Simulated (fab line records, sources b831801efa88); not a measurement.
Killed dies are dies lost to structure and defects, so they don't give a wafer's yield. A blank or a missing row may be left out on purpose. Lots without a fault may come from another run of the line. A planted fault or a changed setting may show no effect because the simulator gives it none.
Which tool did it? | flow gf180mcu | 13 lots, 39 wafers sampled, at 2 steps of a route of 602

WHAT THE GAUGES READ, wafer by wafer
GF_V4_THK_MEAS_01.
lot  | measured     | on            | V4_CVD_00_THK (nm)
L539 | day 24 12:06 | film_metro-01 | 595 602 599
L540 | day 24 22:34 | film_metro-03 | 599 605 597
L542 | day 25 16:22 | film_metro-01 | 594 600 587
L546 | day 27 04:28 | film_metro-01 | 593 592 591
L547 | day 27 11:18 | film_metro-04 | 604 601 600
L548 | day 27 13:36 | film_metro-01 | 592 602 594
L549 | day 27 19:35 | film_metro-04 | 605 599 602
L552 | day 28 18:04 | film_metro-03 | 582 583 585
L553 | day 29 00:05 | film_metro-03 | 602 600 607
L554 | day 29 04:37 | film_metro-04 | 595 606 597
L556 | day 29 17:54 | film_metro-04 | 584 591 585
L557 | day 29 23:59 | film_metro-01 | 600 587 607
L559 | day 30 14:42 | film_metro-01 | 590 590 581

GF_V4_THK_MEAS_03.
lot  | measured     | on            | V4_CVD_02_THK (nm)
L539 | day 24 12:14 | film_metro-03 | 853 865 868
L540 | day 24 22:41 | film_metro-01 | 842 839 856
L542 | day 25 16:29 | film_metro-03 | 842 854 860
L546 | day 27 04:36 | film_metro-01 | 839 865 862
L547 | day 27 11:26 | film_metro-04 | 842 844 855
L548 | day 27 13:43 | film_metro-03 | 864 876 859
L549 | day 27 19:43 | film_metro-03 | 832 844 853
L552 | day 28 18:12 | film_metro-04 | 850 853 861
L553 | day 29 00:13 | film_metro-01 | 847 862 863
L554 | day 29 04:46 | film_metro-04 | 832 833 847
L556 | day 29 18:01 | film_metro-03 | 836 866 849
L557 | day 30 00:07 | film_metro-04 | 833 858 858
L559 | day 30 14:52 | film_metro-03 | 858 849 871

WHICH TOOL RAN EACH LOT (tool, then ch and the chambers of the sampled wafers, then the start)
The record holds no process step before these readings.

WHAT THE TOOLS THEMSELVES READ (means of the sampled wafers that have a number; where no wafer has one, the mark that the record gives instead)
The record holds no such reading with a usual standard deviation.

THE ANSWER, worked out from the rows above alone
Rule: what is usual is taken from the lots themselves. Put in order of their means at a reading, lots are off if they are a third of the lots or fewer, leave a main group of 4 or more, and stand apart from it by a gap of 3 or more times the standard deviation of the main group's means; of several such gaps the widest counts. A main group whose means are all the same, to the digits that the tables above print for the reading, isn't used. A lot without any number at a reading at which 4 lots or more have one is off too. The other lots that the step has rows for count as sound. The gauges are gone through in route order, then the tools' own readings, and for those a lot's mean is taken as printed above. The first step at which some lot is off is used, and at that step the reading that is off furthest; a lot without a number counts as furthest.
No lot is off at any reading shown: from this, nothing can be told.

WHAT THE SIMULATOR HAD PUT IN
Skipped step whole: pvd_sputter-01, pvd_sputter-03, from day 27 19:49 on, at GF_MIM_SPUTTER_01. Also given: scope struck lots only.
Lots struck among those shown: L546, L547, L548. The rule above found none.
